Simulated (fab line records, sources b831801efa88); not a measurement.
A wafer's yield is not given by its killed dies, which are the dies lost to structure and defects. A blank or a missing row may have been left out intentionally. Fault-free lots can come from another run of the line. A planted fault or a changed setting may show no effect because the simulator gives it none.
Which tool did it?    flow sky130    72 wafers from 24 lots sampled at 6 of the route's 708 steps

== WHAT EACH GAUGE READ, for each wafer ==
SKY_VT_ADJUST_HVTR_CD_MEAS_07 targets a cd of 380 nm.
lot   measured      on         cd_nm (nm)
L074  day 9 06:17   cd_sem-02  383.0 378.9 382.4
L075  day 9 14:17   cd_sem-01  382.9 383.7 382.6
L076  day 9 18:10   cd_sem-02  376.0 376.2 379.0
L077  day 10 02:25  cd_sem-01  376.8 376.4 380.4
L078  day 10 14:58  cd_sem-02  378.4 380.2 378.4
L079  day 10 19:11  cd_sem-02  379.4 380.4 377.6
L080  day 11 00:39  cd_sem-02  383.0 381.2 381.9
L081  day 12 04:13  cd_sem-02  378.2 378.9 378.5
L083  day 12 09:31  cd_sem-01  375.3 375.8 377.5
L082  day 12 09:50  cd_sem-01  379.8 379.2 379.4
L084  day 12 14:01  cd_sem-02  379.8 378.6 379.2
L085  day 12 23:32  cd_sem-01  381.1 383.1 378.2
L086  day 13 08:43  cd_sem-01  383.5 380.1 377.3
L087  day 13 19:09  cd_sem-01  379.6 380.4 378.7
L088  day 13 23:00  cd_sem-01  383.6 384.9 382.0
L089  day 14 04:08  cd_sem-01  380.4 382.5 382.5
L090  day 14 07:55  cd_sem-01  376.9 377.2 380.2
L091  day 14 17:53  cd_sem-01  384.8 378.9 382.7
L092  day 14 20:20  cd_sem-02  381.0 380.6 381.5
L093  day 15 06:08  cd_sem-02  380.1 379.9 378.9
L094  day 15 11:21  cd_sem-02  377.3 379.2 378.5
L095  day 15 22:35  cd_sem-02  379.8 382.7 380.0
L096  day 16 08:04  cd_sem-02  382.6 384.2 383.7
L097  day 16 09:02  cd_sem-01  381.2 378.4 377.2

SKY_SONOS_ONO_CD_MEAS_13 targets a cd of 410 nm.
lot   measured      on         cd_nm (nm)
L074  day 12 11:01  cd_sem-01  406.4 408.0 409.6
L075  day 13 00:45  cd_sem-01  408.5 409.9 409.6
L076  day 13 00:56  cd_sem-02  409.9 412.1 411.9
L077  day 13 11:05  cd_sem-01  408.5 409.3 407.7
L078  day 13 23:25  cd_sem-01  412.9 411.0 409.2
L079  day 14 05:24  cd_sem-01  408.4 407.5 406.5
L080  day 14 13:15  cd_sem-01  410.0 407.8 407.8
L081  day 15 16:52  cd_sem-01  407.1 406.9 407.5
L083  day 15 22:12  cd_sem-01  406.5 407.6 406.5
L082  day 16 01:30  cd_sem-01  410.2 411.5 411.1
L084  day 16 02:16  cd_sem-01  411.8 411.5 412.2
L085  day 16 14:34  cd_sem-02  406.5 408.2 407.2
L086  day 17 14:46  cd_sem-01  408.6 410.1 412.9
L087  day 17 14:54  cd_sem-02  410.2 409.4 408.4
L088  day 17 19:46  cd_sem-02  407.8 412.0 411.3
L089  day 18 01:59  cd_sem-01  410.5 413.7 411.2
L090  day 18 01:41  cd_sem-01  411.8 407.9 410.3
L091  day 18 14:13  cd_sem-01  409.5 409.3 409.5
L092  day 18 14:13  cd_sem-02  410.0 411.6 412.0
L093  day 19 05:52  cd_sem-02  411.0 409.9 412.9
L094  day 19 08:11  cd_sem-02  409.3 406.6 406.3
L095  day 19 19:40  cd_sem-02  408.7 407.2 410.0
L096  day 20 11:12  cd_sem-02  406.3 407.3 406.3
L097  day 20 11:30  cd_sem-01  408.3 411.0 410.8

SKY_RES_PROTECT_TW_MEAS_08.
lot   measured      on             POLY_GATE_TW
L074  day 14 20:16  film_metro-03  3964 3971 3973
L075  day 15 10:04  film_metro-03  3960 3983 3965
L076  day 15 11:06  film_metro-03  3973 3972 3962
L077  day 15 23:49  film_metro-02  4083 4074 4068
L078  day 16 11:07  film_metro-04  4028 4043 4063
L079  day 16 17:26  film_metro-03  3997 4002 3995
L080  day 17 03:05  film_metro-04  4065 4039 4078
L081  day 18 15:45  film_metro-04  4056 4056 4058
L083  day 18 15:25  film_metro-04  4030 4064 4037
L082  day 18 17:55  film_metro-02  4024 4030 4049
L084  day 18 19:40  film_metro-03  3993 4011 3995
L085  day 19 09:43  film_metro-02  4019 4009 4066
L086  day 20 10:07  film_metro-03  4001 3970 3993
L087  day 20 13:08  film_metro-02  4032 4033 4020
L088  day 20 16:46  film_metro-04  4074 4034 4064
L089  day 20 21:15  film_metro-03  3993 3972 3989
L090  day 20 22:57  film_metro-02  4049 4064 4063
L091  day 21 11:05  film_metro-04  4091 4032 4056
L092  day 21 09:49  film_metro-04  4054 4074 4051
L093  day 22 03:55  film_metro-04  4038 4047 4070
L094  day 22 04:53  film_metro-04  4028 4030 4010
L095  day 22 16:08  film_metro-02  4027 4008 4041
L096  day 23 05:20  film_metro-02  4027 4043 4026
L097  day 23 06:56  film_metro-02  4048 4065 4049

SKY_POLY_GATE_THK_MEAS_04.
lot   measured      on             POLY_GATE_CVD_03_THK (nm)
L074  day 14 23:00  film_metro-04  75.7 75.7 75.8
L075  day 15 11:32  film_metro-01  75.6 76.1 75.3
L076  day 15 14:40  film_metro-02  76.4 76.3 76.1
L077  day 16 12:27  film_metro-01  75.4 75.8 75.7
L078  day 16 16:05  film_metro-04  75.5 76.1 76.1
L079  day 16 20:16  film_metro-04  74.4 74.3 74.6
L080  day 17 09:05  film_metro-02  74.5 74.3 74.6
L081  day 18 20:09  film_metro-04  75.0 75.0 74.8
L083  day 18 20:09  film_metro-02  75.5 75.9 75.4
L082  day 18 20:13  film_metro-02  74.2 74.0 74.8
L084  day 19 01:32  film_metro-01  74.7 74.0 74.2
L085  day 19 11:10  film_metro-04  75.2 74.0 74.1
L086  day 20 12:43  film_metro-04  75.1 75.0 75.3
L087  day 20 14:36  film_metro-02  75.2 75.4 74.9
L088  day 20 18:14  film_metro-02  75.5 75.8 75.8
L089  day 20 22:43  film_metro-04  75.6 76.0 75.4
L090  day 21 00:25  film_metro-04  75.6 75.5 76.1
L091  day 21 12:38  film_metro-01  75.3 75.9 75.1
L092  day 21 11:17  film_metro-01  75.4 76.0 75.8
L093  day 22 06:04  film_metro-02  75.3 75.1 74.9
L094  day 22 08:07  film_metro-01  75.4 74.8 75.6
L095  day 22 18:17  film_metro-04  76.0 75.7 75.5
L096  day 23 07:35  film_metro-04  74.2 74.5 74.7
L097  day 23 08:56  film_metro-01  74.8 74.9 75.2

SKY_LDD_HVP_OVL_MEAS_07.
lot   measured      on          LDD_HVP_OVL (nm)
L074  day 21 05:56  overlay-01  0.2 0.8 0.7
L075  day 21 21:36  overlay-02  -2.2 0.0 -1.7
L076  day 21 23:48  overlay-02  -0.3 -1.1 -0.3
L077  day 23 02:20  overlay-01  2.8 3.6 3.4
L078  day 23 04:29  overlay-02  1.0 0.4 1.4
L079  day 23 09:14  overlay-01  2.0 -0.6 -0.3
L080  day 23 19:58  overlay-01  1.3 1.1 1.7
L081  day 25 09:16  overlay-01  -1.2 0.3 2.1
L083  day 25 08:32  overlay-02  2.7 0.8 1.5
L082  day 25 09:26  overlay-02  0.7 0.2 0.6
L084  day 25 14:15  overlay-01  -0.4 1.1 0.5
L085  day 25 22:11  overlay-02  3.4 2.2 2.5
L086  day 26 21:59  overlay-02  0.0 -0.2 -1.4
L087  day 26 23:49  overlay-02  2.3 2.4 1.7
L088  day 27 01:47  overlay-02  2.5 3.6 2.5
L089  day 27 06:35  overlay-02  1.8 2.4 2.4
L090  day 27 09:05  overlay-02  0.2 1.6 1.0
L091  day 27 21:25  overlay-01  2.5 4.5 3.2
L092  day 27 19:38  overlay-02  0.6 1.3 0.5
L093  day 28 11:38  overlay-02  0.4 1.3 0.0
L094  day 28 12:37  overlay-01  -0.3 -0.3 0.6
L095  day 28 22:23  overlay-02  0.9 2.3 1.2
L096  day 29 11:26  overlay-02  0.9 1.6 0.3
L097  day 29 12:32  overlay-01  -0.9 0.5 0.8

== WHICH TOOL RAN EACH LOT (tool, then ch and the chambers of the sampled wafers, then the start) ==
lot   SKY_POLY_GATE_STRIP_18
L074  plasma_asher-04 ch 0,1, day 16 02:49
L075  plasma_asher-03 ch 0,1, day 16 15:28
L076  plasma_asher-02 ch 0,1, day 16 18:05
L077  plasma_asher-04 ch 0,1, day 17 17:41
L078  plasma_asher-02 ch 0,1, day 17 21:43
L079  plasma_asher-03 ch 0,1, day 18 02:10
L080  plasma_asher-04 ch 0,1, day 18 14:58
L081  plasma_asher-03 ch 0,1, day 20 03:49
L083  plasma_asher-04 ch 0,1, day 20 03:29
L082  plasma_asher-02 ch 0,1, day 20 03:50
L084  plasma_asher-04 ch 0,1, day 20 08:56
L085  plasma_asher-03 ch 0,1, day 20 18:23
L086  plasma_asher-02 ch 1, day 21 20:07
L087  plasma_asher-03 ch 0,1, day 21 22:23
L088  plasma_asher-03 ch 0, day 22 01:29
L089  plasma_asher-02 ch 0,1, day 22 05:49
L090  plasma_asher-03 ch 0,1, day 22 07:35
L091  plasma_asher-02 ch 0,1, day 22 20:01
L092  plasma_asher-03 ch 0,1, day 22 18:25
L093  plasma_asher-03 ch 0,1, day 23 12:47
L094  plasma_asher-02 ch 0,1, day 23 14:10
L095  plasma_asher-04 ch 0,1, day 23 23:59
L096  plasma_asher-02 ch 0,1, day 24 14:23
L097  plasma_asher-04 ch 0,1, day 24 15:26
- SKY_POLY_GATE_STRIP_18: strips in O2/N2.

== AS READ BY THE TOOLS THEMSELVES (means over the sampled wafers that have a number; for cases with no such wafer, the mark the record gives instead) ==
SKY_POLY_GATE_STRIP_18.
lot   tool             drypump_motor_current_A (A)  o2_flow_sccm (sccm)  oes_product_au (a.u.)  strip_time_to_endpoint_s (s)
L074  plasma_asher-04  4.9                          2998                 0.358                  3.195
L075  plasma_asher-03  5.3                          3000                 0.364                  3.201
L076  plasma_asher-02  6.1                          2992                 0.365                  3.226
L077  plasma_asher-04  4.9                          3000                 0.365                  3.189
L078  plasma_asher-02  6.1                          2995                 0.360                  3.171
L079  plasma_asher-03  5.3                          2998                 0.357                  3.157
L080  plasma_asher-04  4.9                          3000                 0.360                  3.172
L081  plasma_asher-03  5.3                          3009                 0.362                  3.168
L083  plasma_asher-04  4.8                          3013                 0.361                  3.198
L082  plasma_asher-02  6.1                          2993                 0.363                  3.197
L084  plasma_asher-04  4.9                          3005                 0.362                  3.202
L085  plasma_asher-03  5.4                          3008                 0.361                  3.195
L086  plasma_asher-02  6.2                          2995                 0.358                  3.172
L087  plasma_asher-03  5.4                          3008                 0.360                  3.185
L088  plasma_asher-03  6.0                          3009                 0.360                  3.224
L089  plasma_asher-02  5.9                          3004                 0.366                  3.205
L090  plasma_asher-03  5.7                          3000                 0.367                  3.215
L091  plasma_asher-02  5.9                          2997                 0.361                  3.177
L092  plasma_asher-03  5.3                          2996                 0.361                  3.187
L093  plasma_asher-03  5.3                          3002                 0.360                  3.176
L094  plasma_asher-02  5.9                          3002                 0.362                  3.185
L095  plasma_asher-04  4.8                          2995                 0.362                  3.187
L096  plasma_asher-02  5.9                          3013                 0.361                  3.185
L097  plasma_asher-04  4.8                          2995                 0.364                  3.161

== THE ANSWER, worked out from the rows above alone ==
Rule: the lots themselves supply what counts as usual. Put in order of their means at a reading, lots are off if they are a third of the lots or fewer, leave a main group of 4 or more, and stand apart from it by a gap of 3 or more times the standard deviation of the main group's means; of several such gaps the widest counts. The tables above print the reading to a certain number of digits; a main group whose means all agree to those digits is not used. A lot without any number at a reading at which 4 lots or more have one is off too. The other lots that the step has rows for count as sound. The gauges are gone through in route order, then the tools' own readings, and for those a lot's mean is taken as printed above. At the first step where some lot is off, the reading lying furthest off is the one used; lots without a number count as furthest.
No lot is off at any reading shown: from this, nothing can be told.

== WHAT WAS PUT IN BY THE SIMULATOR ==
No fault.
